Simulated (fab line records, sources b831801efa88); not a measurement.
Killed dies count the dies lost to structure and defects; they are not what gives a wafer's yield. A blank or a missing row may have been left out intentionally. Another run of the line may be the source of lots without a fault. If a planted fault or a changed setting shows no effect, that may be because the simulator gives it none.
2 desks looking at one fault :: flow gf180mcu :: numbers are kept per desk, each desk with only its own; the story behind them comes last

## AT THE METROLOGY DESK
Lot by lot, what the gauges showed, no matter which tool ran the lot: averages of those sampled wafers that carry a number. A lot is out of limits, marked OUT, if its mean lies more than 4 standard deviations from the usual mean; the brackets give that distance.
Columns: A = V4_CVD_00_THK at GF_V4_THK_MEAS_01, usual 600 nm; B = V4_CVD_02_THK at GF_V4_THK_MEAS_03, usual 847 nm; C = V4_BOW at GF_V4_BOW_MEAS_05, usual 135 um; D = cdNm at GF_V4_CD_MEAS_14, usual 260.3 nm; E = V4_OVL at GF_V4_OVL_MEAS_15, usual -5 nm
lot: L161
first seen here: day 23 16:14
A: 604
B: 856
C: 147
D: 259.4
E: -2

lot: L165
first seen here: day 25 07:30
A: 608
B: 843
C: 125
D: 257.3
E: -4

lot: L166
first seen here: day 25 13:40
A: 601
B: 857
C: 126
D: 259.1
E: -6

lot: L167
first seen here: day 26 02:00
A: 602
B: 850
C: 142
D: 257.7
E: -1

lot: L175
first seen here: day 28 09:34
A: 602
B: 830
C: 130
D: 260.8
E: -11

lot: L177
first seen here: day 29 01:29
A: 601
B: 835
C: 136
D: 259.6
E: -9
Finding of this desk: none of the 6 lots has anything out of limits.

## AT THE TOOL OWNER'S DESK: lithoTrack-01
The tool's own readings at GF_V4_PEB_12 (peb time 90 s): means of the sampled wafers that have a number, for each lot that ran on this tool. A lot is out of limits, marked OUT, if its mean lies more than 4 standard deviations from the usual mean; the brackets give that distance.
Columns: A = chillPlateTempC at GF_V4_PEB_12, usual 22.97 C; B = heaterPowerTotalW at GF_V4_PEB_12, usual 85.70 W
lot: L161
first seen here: day 24 14:34
A: 23.10
B: 85.70

lot: L165
first seen here: day 26 05:17
A: 22.89
B: 88.67 (+39) OUT

lot: L167
first seen here: day 26 22:58
A: 22.96
B: 88.69 (+39) OUT
This desk finds L165, L167 out of limits, L165 being first, at day 26 05:17 (heaterPowerTotalW at GF_V4_PEB_12). In limits: L161.

## PUT TOGETHER
At day 26 05:17, on L165, L167, the tool owner's desk was in a position to raise an alarm.
Nothing out of limits was seen by the metrology desk.
The metrology desk holds a record of L165, L167, inside its limits.
On lithoTrack-01, each named lot ran GF_V4_PEB_12.

## WHAT THE SIMULATOR HAD INSERTED
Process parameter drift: lithoTrack-01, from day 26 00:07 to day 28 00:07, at GF_V4_PEB_12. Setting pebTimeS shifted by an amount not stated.
Struck lots among those shown: L165, L167.
Hours from the fault's start to each desk's first reading out of limits: the tool owner's desk, 5.
